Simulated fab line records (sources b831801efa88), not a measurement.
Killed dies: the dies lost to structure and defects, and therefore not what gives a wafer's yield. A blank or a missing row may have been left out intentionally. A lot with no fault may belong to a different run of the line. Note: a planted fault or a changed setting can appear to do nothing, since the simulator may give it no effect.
fab line records -- flow gf180mcu
record: lots: 12, wafers: 36, lastDay: 34
route steps=602 shown NSD@245 M2@363 M3@424
lots with no fault: from the same line, run without faults
startH: hours from the record's first day to the start of the lot's first wafer shown -- waitH: hours since the lot's step before -- " unchanged from the row above -- L1.1+2: one row covering several wafers at once -- - no value, or no start was given -- * or withheld: withheld -- < > ~ a bound
route shown NAME@n: names a module that has steps shown in the file, with the first one's number in the route -- usual: the fault-free wafers' mean and standard deviation -- same: alike in all rows -- chamber/n: place in a boat -- sites: the reading at each site -- _std_site: the values' standard deviation -- _edge_site: mean of outer sites minus mean of inner sites -- radiusMm: for every site, how far away it sits from the centre of the wafer -- mask NAME#n: copy n -- behind: the last tool/chamber to shape the wafer -- hold: the reason the lot was held/the length of the hold in hours/how it ended -- device: whichever transistor did not switch (one of n, p or np) -- end of line: tests run on the same wafers once the route is complete -- where a step has no rows: the recipe by itself -- killed: the dies lost at the first sort to structure and to defects; this is not the yield of the wafer -- map: a wafer's dies, marking killed ones x, the rest . and places with no die _
set.NAME: the setting as run; set.NAME@STEP: as run at that earlier step -- model.NAME: the simulator's own value behind a step, which no gauge read
a sample of lots followed through the steps of the route, with each step as a table and each wafer as a row
services: a tool's chamber out of use, with start hour (startH, from the record's first day; less than 0 if before it), hours out, and reason
== steps ==
step: GF_NSD_IMPLANT_10
recipe: species: P, energyKev: 40, doseCm2: 5e+14, tiltDeg: 7
usual: doseIonsCm2: 5e+14/5e+11, faradayCurrentUA: 2789/54
lot.wafer,tool,chamber,startH,waitH,doseIonsCm2,faradayCurrentUA
L301.1,implanter-01,0,297.01,0.1,4.994e+14,2756
L301.4,implanter-01,0,297.01,0.1,4.991e+14,2664
L301.5,implanter-01,0,297.01,0.1,4.995e+14,2816
L304.3,implanter-02,0,324.78,0.1,5.003e+14,2820
L304.5,implanter-02,0,324.78,0.1,5.002e+14,2806
L304.6,implanter-02,0,324.78,0.1,5.003e+14,2880
L305.1,implanter-03,0,330.11,0.1,4.999e+14,2861
L305.5,implanter-03,0,330.11,0.1,4.999e+14,2727
L305.6,implanter-03,0,330.11,0.1,4.995e+14,2750
L306.1,implanter-03,0,335.48,0.1,5.001e+14,2904
L306.5,implanter-03,0,335.48,0.1,4.999e+14,2782
L306.6,implanter-03,0,335.48,0.1,4.998e+14,2808
L308.1,implanter-03,0,358.52,0.1,5.011e+14,2692
L308.3,implanter-03,0,358.52,0.1,5.006e+14,2764
L308.4,implanter-03,0,358.52,0.1,5.011e+14,2769
L311.2,implanter-02,0,387.81,0.1,4.995e+14,2823
L311.3,implanter-02,0,387.81,0.1,4.994e+14,2728
L311.5,implanter-02,0,387.81,0.1,4.996e+14,2726
L313.1,implanter-03,0,398.68,0.1,5e+14,2903
L313.5,implanter-03,0,398.68,0.1,5.006e+14,2777
L313.6,implanter-03,0,398.68,0.1,5.004e+14,2736
L316.1,implanter-03,0,426.01,0.1,3.68e+14,2108
L316.4,implanter-03,0,426.01,0.1,3.676e+14,2033
L316.6,implanter-03,0,426.01,0.1,3.669e+14,2129
L317.1,implanter-03,0,433.21,0.1,3.688e+14,2011
L317.3,implanter-03,0,433.21,0.1,3.692e+14,2095
L317.5,implanter-03,0,433.21,0.1,3.681e+14,2073
L318.1,implanter-01,0,440.26,0.1,5.001e+14,2808
L318.2,implanter-01,0,440.26,0.1,4.994e+14,2713
L318.4,implanter-01,0,440.26,0.1,4.992e+14,2787
L322.1,implanter-02,0,467.23,0.1,4.998e+14,2838
L322.2,implanter-02,0,467.23,0.1,4.999e+14,2943
L322.4,implanter-02,0,467.23,0.1,5.002e+14,2767
L323.1,implanter-01,0,480.47,0.1,5.001e+14,2870
L323.2,implanter-01,0,480.47,0.1,5.001e+14,2794
L323.4,implanter-01,0,480.47,0.1,4.993e+14,2778
step: GF_NSD_STRIP_11
recipe: chemistry: O2/N2, powerW: 1400, pressureMtorr: 1500, platenTempC: 250, o2FlowSccm: 3000, n2FlowSccm: 300, overashFraction: 0.5
usual: drypumpMotorCurrentA: 5.7/0.4, heaterPowerW: 330/29, n2FlowSccm: 299.8/0.95, oesProductAu: 0.487/0.0047, stripTimeToEndpointS: 22.96/0.045
lot.wafer,tool,chamber,startH,waitH,drypumpMotorCurrentA,heaterPowerW,n2FlowSccm,oesProductAu,rfHoursCounterH,stripTimeToEndpointS
L301.1,plasmaAsher-03,1,297.16,0.1,5.7,376,300.2,0.485,19,22.93
L301.4,plasmaAsher-03,0,297.16,0.1,5.7,335,299.2,0.484,-,22.93
L301.5,plasmaAsher-03,0,297.16,0.1,5.7,333,300.9,0.496,-,22.94
L304.3,plasmaAsher-04,0,324.92,0.1,5.8,353,302.3,0.490,-,23.00
L304.5,plasmaAsher-04,1,324.92,0.1,5.8,337,299.6,0.487,-,22.98
L304.6,plasmaAsher-04,0,324.92,0.1,5.8,349,300.2,0.488,-,22.94
L305.1,plasmaAsher-01,0,330.26,0.1,6.2,309,300.5,0.494,63,23.02
L305.5,plasmaAsher-01,1,330.26,0.1,4.9,292,301.3,0.486,-,22.94
L305.6,plasmaAsher-01,0,330.26,0.1,6.2,303,299.7,0.487,-,22.99
L306.1,plasmaAsher-01,1,335.63,0.1,4.9,287,300.6,0.487,63,22.95
L306.5,plasmaAsher-01,0,335.63,0.1,6.1,304,298.5,0.494,-,22.92
L306.6,plasmaAsher-01,1,335.63,0.1,4.9,290,299.9,0.490,-,22.95
L308.1,plasmaAsher-01,1,358.67,0.1,4.9,294,299.1,0.491,66,23.00
L308.3,plasmaAsher-01,0,358.67,0.1,6.2,310,301.8,0.486,-,22.96
L308.4,plasmaAsher-01,1,358.67,0.1,4.9,290,300.5,0.490,-,22.95
L311.2,plasmaAsher-03,0,387.93,0.1,5.7,331,300.6,0.485,28,23.01
L311.3,plasmaAsher-03,1,387.93,0.1,5.7,368,299.1,0.488,-,23.04
L311.5,plasmaAsher-03,1,387.93,0.1,5.7,363,299.5,0.487,-,23.03
L313.1,plasmaAsher-04,0,398.83,0.1,5.9,350,300.1,0.486,60,22.94
L313.5,plasmaAsher-04,0,398.83,0.1,5.8,359,300.1,0.493,-,22.94
L313.6,plasmaAsher-04,1,398.83,0.1,5.7,345,299.4,0.489,-,22.95
L316.1,plasmaAsher-04,0,426.16,0.1,5.9,352,300.4,0.488,63,22.77
L316.4,plasmaAsher-04,1,426.16,0.1,5.8,344,297.9,0.484,-,22.75
L316.6,plasmaAsher-04,0,426.16,0.1,5.8,359,300.0,0.485,-,22.79
L317.1,plasmaAsher-03,1,433.36,0.1,5.7,365,299.5,0.488,33,22.82
L317.3,plasmaAsher-03,1,433.36,0.1,5.7,370,299.9,0.491,-,22.90
L317.5,plasmaAsher-03,1,433.36,0.1,5.7,361,299.7,0.493,-,22.85
L318.1,plasmaAsher-04,0,440.41,0.1,5.8,361,299.8,0.481,65,22.90
L318.2,plasmaAsher-04,1,440.41,0.1,5.8,342,300.5,0.489,65,22.87
L318.4,plasmaAsher-04,0,440.41,0.1,5.8,349,301.5,0.485,-,22.93
L322.1,plasmaAsher-01,1,467.38,0.1,4.9,284,301.4,0.484,4,23.00
L322.2,plasmaAsher-01,0,467.38,0.1,6.1,302,300.2,0.488,4,22.99
L322.4,plasmaAsher-01,0,467.38,0.1,6.1,307,299.8,0.481,-,23.02
L323.1,plasmaAsher-01,0,480.62,0.1,6.1,306,299.3,0.478,5,22.94
L323.2,plasmaAsher-01,1,480.62,0.1,4.9,284,299.3,0.493,5,22.95
L323.4,plasmaAsher-01,0,480.62,0.1,6.1,293,300.5,0.486,-,22.93
step: GF_PSD_RS_MEAS_14
recipe: thkMeasGauge: four-point-probe
usual: NSD_RS: 46.12/0.077
lot.wafer,tool,chamber,startH,waitH,NSD_RS[ohm/sq]
L301.1,filmMetro-02,-,317.14,0.1,46.24
L301.4,filmMetro-02,-,317.14,0.1,46.23
L301.5,filmMetro-02,-,317.14,0.1,46.23
L304.3,filmMetro-03,-,346.02,0.1,46.26
L304.5,filmMetro-03,-,346.02,0.1,46.24
L304.6,filmMetro-03,-,346.02,0.1,46.25
L305.1,filmMetro-04,-,351.62,0.1,46.22
L305.5,filmMetro-04,-,351.62,0.1,46.23
L305.6,filmMetro-04,-,351.62,0.1,46.20
L306.1,filmMetro-02,-,357.15,0.1,46.03
L306.5,filmMetro-02,-,357.15,0.1,46.07
L306.6,filmMetro-02,-,357.15,0.1,46.05
L308.1,filmMetro-03,-,382.68,0.1,46.17
L308.3,filmMetro-03,-,382.68,0.1,46.16
L308.4,filmMetro-03,-,382.68,0.1,46.07
L311.2,filmMetro-02,-,411.56,0.1,46.18
L311.3,filmMetro-02,-,411.56,0.1,46.08
L311.5,filmMetro-02,-,411.56,0.1,46.08
L313.1,filmMetro-03,-,422.87,0.1,46.03
L313.5,filmMetro-03,-,422.87,0.1,46.11
L313.6,filmMetro-03,-,422.87,0.1,45.99
L316.1,filmMetro-03,-,450.27,0.1,47.89
L316.4,filmMetro-03,-,450.27,0.1,47.88
L316.6,filmMetro-03,-,450.27,0.1,47.74
L317.1,filmMetro-02,-,457.88,0.1,47.73
L317.3,filmMetro-02,-,457.88,0.1,47.61
L317.5,filmMetro-02,-,457.88,0.1,47.70
L318.1,filmMetro-04,-,464.41,0.1,46.07
L318.2,filmMetro-04,-,464.41,0.1,46.11
L318.4,filmMetro-04,-,464.41,0.1,46.21
L322.1,filmMetro-04,-,491.77,0.1,46.04
L322.2,filmMetro-04,-,491.77,0.1,45.93
L322.4,filmMetro-04,-,491.77,0.1,46.06
L323.1,filmMetro-02,-,505.73,0.1,46.10
L323.2,filmMetro-02,-,505.73,0.1,46.05
L323.4,filmMetro-02,-,505.73,0.1,46.03
step: GF_M2_SPUTTER_01
recipe: material: TiN, targetThkNm: 30, powerW: 6500, timeS: 25, chamberPressurePa: 0.4
usual: throttleValvePct: 30.3/0.73
lot.wafer,tool,chamber,startH,waitH,throttleValvePct
L301.1,pvdSputter-04,-,411.79,0.1,30.0
L301.4,pvdSputter-04,-,411.79,0.1,31.0
L301.5,pvdSputter-04,-,411.79,0.1,30.7
L304.3,pvdSputter-04,-,444.60,0.1,30.7
L304.5,pvdSputter-04,-,444.60,0.1,30.1
L304.6,pvdSputter-04,-,444.60,0.1,30.9
L305.1,pvdSputter-01,-,450.95,0.1,30.1
L305.5,pvdSputter-01,-,450.95,0.1,30.2
L305.6,pvdSputter-01,-,450.95,0.1,31.7
L306.1,pvdSputter-01,-,456.29,0.1,29.5
L306.5,pvdSputter-01,-,456.29,0.1,28.9
L306.6,pvdSputter-01,-,456.29,0.1,32.0
L308.1,pvdSputter-04,-,484.96,0.1,30.1
L308.3,pvdSputter-04,-,484.96,0.1,30.0
L308.4,pvdSputter-04,-,484.96,0.1,30.9
L311.2,pvdSputter-04,-,512.24,0.1,30.5
L311.3,pvdSputter-04,-,512.24,0.1,30.5
L311.5,pvdSputter-04,-,512.24,0.1,30.8
L313.1,pvdSputter-02,-,522.63,0.1,29.0
L313.5,pvdSputter-02,-,522.63,0.1,28.9
L313.6,pvdSputter-02,-,522.63,0.1,30.4
L316.1,pvdSputter-01,-,550.18,0.1,29.3
L316.4,pvdSputter-01,-,550.18,0.1,29.8
L316.6,pvdSputter-01,-,550.18,0.1,31.6
L317.1,pvdSputter-04,-,557.99,0.1,30.0
L317.3,pvdSputter-04,-,557.99,0.1,30.1
L317.5,pvdSputter-04,-,557.99,0.1,30.0
L318.1,pvdSputter-04,-,563.08,0.1,30.1
L318.2,pvdSputter-04,-,563.08,0.1,31.2
L318.4,pvdSputter-04,-,563.08,0.1,30.8
L322.1,pvdSputter-01,-,588.93,0.1,29.6
L322.2,pvdSputter-01,-,588.93,0.1,29.2
L322.4,pvdSputter-01,-,588.93,0.1,30.5
L323.1,pvdSputter-01,-,601.88,0.1,29.8
L323.2,pvdSputter-01,-,601.88,0.1,30.1
L323.4,pvdSputter-01,-,601.88,0.1,29.2
step: GF_M2_OVL_MEAS_15
usual: M2_OVL: -1/5.4
lot.wafer,tool,chamber,startH,waitH,M2_OVL[nm]
L301.1,overlay-02,-,435.24,0.1,-7
L301.4,overlay-02,-,435.24,0.1,7
L301.5,overlay-02,-,435.24,0.1,-1
L304.3,overlay-01,-,469.36,0.1,4
L304.5,overlay-01,-,469.36,0.1,7
L304.6,overlay-01,-,469.36,0.1,-3
L305.1,overlay-01,-,474.90,0.1,-7
L305.5,overlay-01,-,474.90,0.1,-7
L305.6,overlay-01,-,474.90,0.1,-3
L306.1,overlay-01,-,480.69,0.1,-3
L306.5,overlay-01,-,480.69,0.1,-3
L306.6,overlay-01,-,480.69,0.1,-8
L308.1,overlay-02,-,509.09,0.1,-14
L308.3,overlay-02,-,509.09,0.1,-14
L308.4,overlay-02,-,509.09,0.1,-4
L311.2,overlay-01,-,535.49,0.1,1
L311.3,overlay-01,-,535.49,0.1,10
L311.5,overlay-01,-,535.49,0.1,-6
L313.1,overlay-02,-,545.80,0.1,2
L313.5,overlay-02,-,545.80,0.1,2
L313.6,overlay-02,-,545.80,0.1,-4
L316.1,overlay-02,-,571.63,0.1,2
L316.4,overlay-02,-,571.63,0.1,6
L316.6,overlay-02,-,571.63,0.1,1
L317.1,overlay-02,-,580.00,0.1,9
L317.3,overlay-02,-,580.00,0.1,2
L317.5,overlay-02,-,580.00,0.1,7
L318.1,overlay-01,-,584.94,0.1,-2
L318.2,overlay-01,-,584.94,0.1,0
L318.4,overlay-01,-,584.94,0.1,-7
L322.1,overlay-01,-,610.49,0.1,-1
L322.2,overlay-01,-,610.49,0.1,3
L322.4,overlay-01,-,610.49,0.1,3
L323.1,overlay-02,-,622.00,0.1,2
L323.2,overlay-02,-,622.00,0.1,-2
L323.4,overlay-02,-,622.00,0.1,-7
step: GF_M3_OVL_MEAS_15
usual: M3_OVL: 0/6.1
lot.wafer,tool,chamber,startH,waitH,M3_OVL[nm]
L301.1,overlay-02,-,486.69,0.1,-4
L301.4,overlay-02,-,486.69,0.1,-8
L301.5,overlay-02,-,486.69,0.1,-13
L304.3,overlay-02,-,520.75,0.1,8
L304.5,overlay-02,-,520.75,0.1,0
L304.6,overlay-02,-,520.75,0.1,2
L305.1,overlay-02,-,525.09,0.1,-2
L305.5,overlay-02,-,525.09,0.1,0
L305.6,overlay-02,-,525.09,0.1,-6
L306.1,overlay-01,-,531.57,0.1,0
L306.5,overlay-01,-,531.57,0.1,2
L306.6,overlay-01,-,531.57,0.1,-14
L308.1,overlay-02,-,557.92,0.1,0
L308.3,overlay-02,-,557.92,0.1,-3
L308.4,overlay-02,-,557.92,0.1,0
L311.2,overlay-02,-,582.93,0.1,12
L311.3,overlay-02,-,582.93,0.1,12
L311.5,overlay-02,-,582.93,0.1,8
L313.1,overlay-02,-,592.98,0.1,13
L313.5,overlay-02,-,592.98,0.1,7
L313.6,overlay-02,-,592.98,0.1,6
L316.1,overlay-02,-,617.41,0.1,-5
L316.4,overlay-02,-,617.41,0.1,-6
L316.6,overlay-02,-,617.41,0.1,-7
L317.1,overlay-02,-,625.04,0.1,4
L317.3,overlay-02,-,625.04,0.1,1
L317.5,overlay-02,-,625.04,0.1,2
L318.1,overlay-02,-,629.53,0.1,12
L318.2,overlay-02,-,629.53,0.1,11
L318.4,overlay-02,-,629.53,0.1,8
L322.1,overlay-01,-,653.63,0.1,2
L322.2,overlay-01,-,653.63,0.1,-4
L322.4,overlay-01,-,653.63,0.1,-3
L323.1,overlay-02,-,664.84,0.1,-8
L323.2,overlay-02,-,664.84,0.1,-7
L323.4,overlay-02,-,664.84,0.1,-5
== services ==
tool,chamber,startH,hours,kind
plasmaAsher-04,-,278.03,2.8,pm
pvdSputter-04,1,278.95,-,consumableReplace:kit
pvdSputter-04,1,278.95,18.0,scheduledDown
pvdSputter-04,1,278.95,18.0,ventCycle
pvdSputter-02,-,287.21,1.4,repair
implanter-01,-,290.69,5.3,pm
implanter-02,-,299.33,6.2,pm
implanter-02,-,307.08,4.4,pm
pvdSputter-02,-,311.43,59.2,repair
plasmaAsher-04,-,316.36,0.8,repair
plasmaAsher-03,-,349.58,8.2,repair
plasmaAsher-01,-,360.63,14.6,pm
implanter-03,-,370.95,4.0,pm
plasmaAsher-04,-,389.03,1.6,repair
plasmaAsher-01,-,421.25,9.0,pm
pvdSputter-04,0,422.98,-,consumableReplace:kit
implanter-03,-,434.61,4.1,pm
plasmaAsher-03,-,445.08,2.3,repair
pvdSputter-01,-,445.83,1.2,repair
pvdSputter-01,-,447.72,2.3,repair
plasmaAsher-03,-,457.20,2.8,pm
implanter-01,-,495.18,0.5,repair
pvdSputter-02,-,497.88,2.6,repair
implanter-03,-,576.96,1.8,repair
== key ==
firstSign: step: GF_NSD_IMPLANT_10, reading: doseIonsCm2, direction: down, sigmas: 99+, usual: 5e+14, struck: 3.681e+14
effect: step: GF_NSD_IMPLANT_10, reading: faradayCurrentUA, direction: down, sigmas: 13, usual: 2789, struck: 2075
effect: step: GF_NSD_STRIP_11, reading: stripTimeToEndpointS, direction: down, sigmas: 3.2, usual: *, struck: *
effect: step: GF_PSD_RS_MEAS_14, reading: NSD_RS, direction: up, sigmas: 21, usual: 46.12, struck: 47.76
metAt GF_NSD_IMPLANT_10
struckLots L316,L317
testerLeftOut L316,L317
notActingAt GF_M2_SPUTTER_01,GF_M2_OVL_MEAS_15,GF_M3_OVL_MEAS_15
onsetBetween 398.68 426.01
fault: kind: processParameterDrift, tool: implanter-03, chamber: -, onsetH: 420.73, steps: GF_NSD_IMPLANT_10, channel: doseCm2, offset: -1.3166e+14, shape: step, endH: 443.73, actsIn: theseRecipesOnly, stated: 5e+14
testerLeftOut: of these lots the tester's yield and bins aren't shown, on N5 and GAA mostly nor the transistor test; their killed dies are dies lost to structure and defects alone, not to doping, threshold or leakage, so they don't give the yield
